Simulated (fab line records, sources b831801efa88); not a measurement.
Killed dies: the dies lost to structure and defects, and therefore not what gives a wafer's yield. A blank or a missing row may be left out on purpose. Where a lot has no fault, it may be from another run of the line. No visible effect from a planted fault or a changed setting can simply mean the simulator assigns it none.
A struck lot beside a sound one    flow sfqLine    14 steps out of a route of 325
Sound: these wafers, L825.2, L825.4, L825.6. Wafers struck: L837.1, L837.4, L837.5. The cause is given at the end.
At each step with rows: each side's tool, then ch and its chambers, then its first start. Under that, the readings that differ: sound wafers    struck wafers    difference of the means    sigmas: that difference in standard deviations of wafers without a fault.
alike: a reading whose means differ by less than 2 such deviations, as well as words and numbers matching on both sides. not compared: withheld readings; readings where some wafer has no value; bounds like >300 that might hide an equal value; numbers whose values overlap and for which the record gives no deviation.
The two part at a step that has a row with sigmas, a row that says differs or no value, or rows on one side only. Non-overlapping numbers with no deviation appear without sigmas and do not part them. A reading missing from all wafers of one side parts the sides only when that side holds two or more wafers.

first, 3 steps without rows for these wafers: SFQ_TRILAYER_I7_VIA_LITHO_EXPOSE_188 (exposes mask I7, target cd 1000 nm); SFQ_TRILAYER_I7_VIA_LITHO_PEB_190 (peb time 60 s); SFQ_TRILAYER_I7_VIA_LITHO_DEVELOP_189 (time 60 s).
SFQ_I7_OVL_MEAS_947:
  sound on overlay-01 at day 75 10:58; struck on overlay-02 at day 78 11:40
  alike: I7_OVL
SFQ_TRILAYER_I7_VIA_BARC_OPEN_VIA_ETCH_260: etches BARC in O2, target depth 125 nm, time 41.7 s.
  sound on rieDiel-03 ch 2,3, day 75 10:59; struck on rieDiel-02 ch 0,1, day 78 11:42
  alike: drypumpMotorCurrentA, oesProductAu
  not compared: rfHoursCounterH
SFQ_TRILAYER_I7_VIA_ETCH_VIA_ETCH_190: etches SiO2 in CHF3, stops on Nb, target depth 260 nm.
  sound on rieDiel-03 ch 2,3, day 75 11:02; struck on rieDiel-02 ch 0,1, day 78 11:44
  alike: drypumpMotorCurrentA, oesProductAu
SFQ_TRILAYER_I7_VIA_STRIP_STRIP_191: strips in O2.
  sound on rieMetal-02 ch 1, day 75 11:20; struck on rieMetal-01 ch 0,1, day 78 11:51
  alike: drypumpMotorCurrentA, oesProductAu
  not compared: rfHoursCounterH
then, 5 steps without rows for these wafers: SFQ_TRILAYER_I7_VIA_STRIP_SOLV_CLEAN_192 (cleans in NMP, time 600 s); SFQ_TRILAYER_M8_LITHO_LOR_COAT_197; SFQ_TRILAYER_M8_LITHO_LOR_BAKE_198; SFQ_TRILAYER_M8_LITHO_COAT_193 (resist thk 600 nm); SFQ_TRILAYER_M8_LITHO_SOFTBAKE_199.
SFQ_TRILAYER_M8_LITHO_EXPOSE_194: exposes mask M8, target cd 2000 nm.
  struck on krfScanner-01, day 78 17:22; sound on krfScanner-01 ch 0, day 77 06:57
  no value came back on the struck wafers for exposureDoseMJCm2, focusOffsetNm (nm); on the sound wafers exposureDoseMJCm2 reads 14.410 14.410 14.369
  alike: mask
then, 1 step without rows for these wafers: SFQ_TRILAYER_M8_LITHO_PEB_196 (peb time 60 s).

WHERE THEY PART
Only at SFQ_TRILAYER_M8_LITHO_EXPOSE_194, as far as this record shows.

WHY: what the simulator had put in
Whole step skipped at SFQ_TRILAYER_M8_LITHO_EXPOSE_194 on krfScanner-01, starting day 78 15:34. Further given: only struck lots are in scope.
